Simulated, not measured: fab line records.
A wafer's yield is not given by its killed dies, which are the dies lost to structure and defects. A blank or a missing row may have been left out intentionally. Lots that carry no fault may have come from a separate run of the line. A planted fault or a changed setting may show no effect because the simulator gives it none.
Chamber matching || flow sky130 || SKY_POLY_GATE_ETCH_17 on rie_si-02 has 4 sister chambers
The step etches poly-Si in HBr/Cl2, stops on SiO2, target depth 180 nm, time 70.5 s. 18 wafers are shown with their chamber, then 9 later ones without.

## WAFERS WITH THEIR CHAMBER
{"wafer": "L618.4", "chamber": 3, "drypump_motor_current_A (A)": 5.3, "run_length_s (s)": 99.7, "oes_product_au (a.u.)": 0.989}
{"wafer": "L618.5", "chamber": 0, "drypump_motor_current_A (A)": 5.6, "run_length_s (s)": 98.6, "oes_product_au (a.u.)": 0.996}
{"wafer": "L618.6", "chamber": 1, "drypump_motor_current_A (A)": 6.1, "run_length_s (s)": 98.6, "oes_product_au (a.u.)": 0.997}
{"wafer": "L620.1", "chamber": 3, "drypump_motor_current_A (A)": 5.2, "run_length_s (s)": 99.6, "oes_product_au (a.u.)": 0.984}
{"wafer": "L620.5", "chamber": 3, "drypump_motor_current_A (A)": 5.3, "run_length_s (s)": 99.9, "oes_product_au (a.u.)": 0.988}
{"wafer": "L620.6", "chamber": 2, "drypump_motor_current_A (A)": 5.8, "run_length_s (s)": 98.4, "oes_product_au (a.u.)": 0.989}
{"wafer": "L621.1", "chamber": 1, "drypump_motor_current_A (A)": 6.1, "run_length_s (s)": 98.8, "oes_product_au (a.u.)": 1.001}
{"wafer": "L621.3", "chamber": 0, "drypump_motor_current_A (A)": 5.6, "run_length_s (s)": 98.5, "oes_product_au (a.u.)": 0.993}
{"wafer": "L621.5", "chamber": 0, "drypump_motor_current_A (A)": 5.6, "run_length_s (s)": 98.9, "oes_product_au (a.u.)": 0.990}
{"wafer": "L622.2", "chamber": 1, "drypump_motor_current_A (A)": 6.1, "run_length_s (s)": 98.7, "oes_product_au (a.u.)": 0.988}
{"wafer": "L622.4", "chamber": 0, "drypump_motor_current_A (A)": 5.6, "run_length_s (s)": 98.7, "oes_product_au (a.u.)": 0.988}
{"wafer": "L622.5", "chamber": 2, "drypump_motor_current_A (A)": 5.8, "run_length_s (s)": 98.4, "oes_product_au (a.u.)": 0.979}
{"wafer": "L627.1", "chamber": 1, "drypump_motor_current_A (A)": 6.1, "run_length_s (s)": 99.0, "oes_product_au (a.u.)": 0.988}
{"wafer": "L627.2", "chamber": 2, "drypump_motor_current_A (A)": 5.8, "run_length_s (s)": 98.4, "oes_product_au (a.u.)": 0.993}
{"wafer": "L627.3", "chamber": 3, "drypump_motor_current_A (A)": 5.2, "run_length_s (s)": 99.1, "oes_product_au (a.u.)": 0.991}
{"wafer": "L628.2", "chamber": 3, "drypump_motor_current_A (A)": 5.2, "run_length_s (s)": 99.1, "oes_product_au (a.u.)": 0.995}
{"wafer": "L628.3", "chamber": 1, "drypump_motor_current_A (A)": 6.1, "run_length_s (s)": 99.1, "oes_product_au (a.u.)": 0.996}
{"wafer": "L628.6", "chamber": 0, "drypump_motor_current_A (A)": 5.6, "run_length_s (s)": 98.8, "oes_product_au (a.u.)": 0.990}

SIGNATURES (averages over the wafers above)
{"reading": "drypump_motor_current_A", "chamber 0": 5.600, "chamber 1": 6.100, "chamber 2": 5.800, "chamber 3": 5.240, "scatter within a chamber": 0.0293}
{"reading": "run_length_s", "chamber 0": 98.700, "chamber 1": 98.840, "chamber 2": 98.400, "chamber 3": 99.480, "scatter within a chamber": 0.239}
{"reading": "oes_product_au", "chamber 0": 0.99140, "chamber 1": 0.99400, "chamber 2": 0.98700, "chamber 3": 0.98940, "scatter within a chamber": 0.00495}
Rule: distance of a wafer from a chamber = root of the sum over the readings of ((wafer's reading minus chamber's mean) / reading's scatter) squared. The wafer belongs to the nearest chamber; if the next one is less than 2 further off, it can't be placed. How the scatter is found: for the shown wafers, subtract from each reading the mean of its chamber, square and add these, divide the total by (wafers less chambers), then take the root.

## WAFERS WHOSE CHAMBER IS MISSING
{"wafer": "L629.2", "drypump_motor_current_A (A)": 5.6, "run_length_s (s)": 99.0, "oes_product_au (a.u.)": 0.990}
{"wafer": "L629.3", "drypump_motor_current_A (A)": 5.8, "run_length_s (s)": 98.3, "oes_product_au (a.u.)": 0.989}
{"wafer": "L629.4", "drypump_motor_current_A (A)": 5.6, "run_length_s (s)": 99.2, "oes_product_au (a.u.)": 0.988}
{"wafer": "L639.4", "drypump_motor_current_A (A)": 5.6, "run_length_s (s)": 98.8, "oes_product_au (a.u.)": 0.988}
{"wafer": "L639.5", "drypump_motor_current_A (A)": 5.6, "run_length_s (s)": 98.5, "oes_product_au (a.u.)": 0.990}
{"wafer": "L639.6", "drypump_motor_current_A (A)": 5.2, "run_length_s (s)": 99.4, "oes_product_au (a.u.)": 0.980}
{"wafer": "L641.1", "drypump_motor_current_A (A)": 5.9, "run_length_s (s)": 98.9, "oes_product_au (a.u.)": 0.991}
{"wafer": "L641.4", "drypump_motor_current_A (A)": 6.1, "run_length_s (s)": 99.0, "oes_product_au (a.u.)": 0.997}
{"wafer": "L641.6", "drypump_motor_current_A (A)": 5.8, "run_length_s (s)": 98.5, "oes_product_au (a.u.)": 0.989}

## WHICH CHAMBER EACH WENT THROUGH
{"wafer": "L629.2", "from the rows above": 0, "in truth": 0}
{"wafer": "L629.3", "from the rows above": 2, "in truth": 2}
{"wafer": "L629.4", "from the rows above": 0, "in truth": 0}
{"wafer": "L639.4", "from the rows above": 0, "in truth": 0}
{"wafer": "L639.5", "from the rows above": 0, "in truth": 0}
{"wafer": "L639.6", "from the rows above": 3, "in truth": 3}
{"wafer": "L641.1", "from the rows above": 2, "in truth": 2}
{"wafer": "L641.4", "from the rows above": 1, "in truth": 1}
{"wafer": "L641.6", "from the rows above": 2, "in truth": 2}
Correctly placed: 9 of 9. Left unplaced by these rows: 0. Wrongly placed: 0.
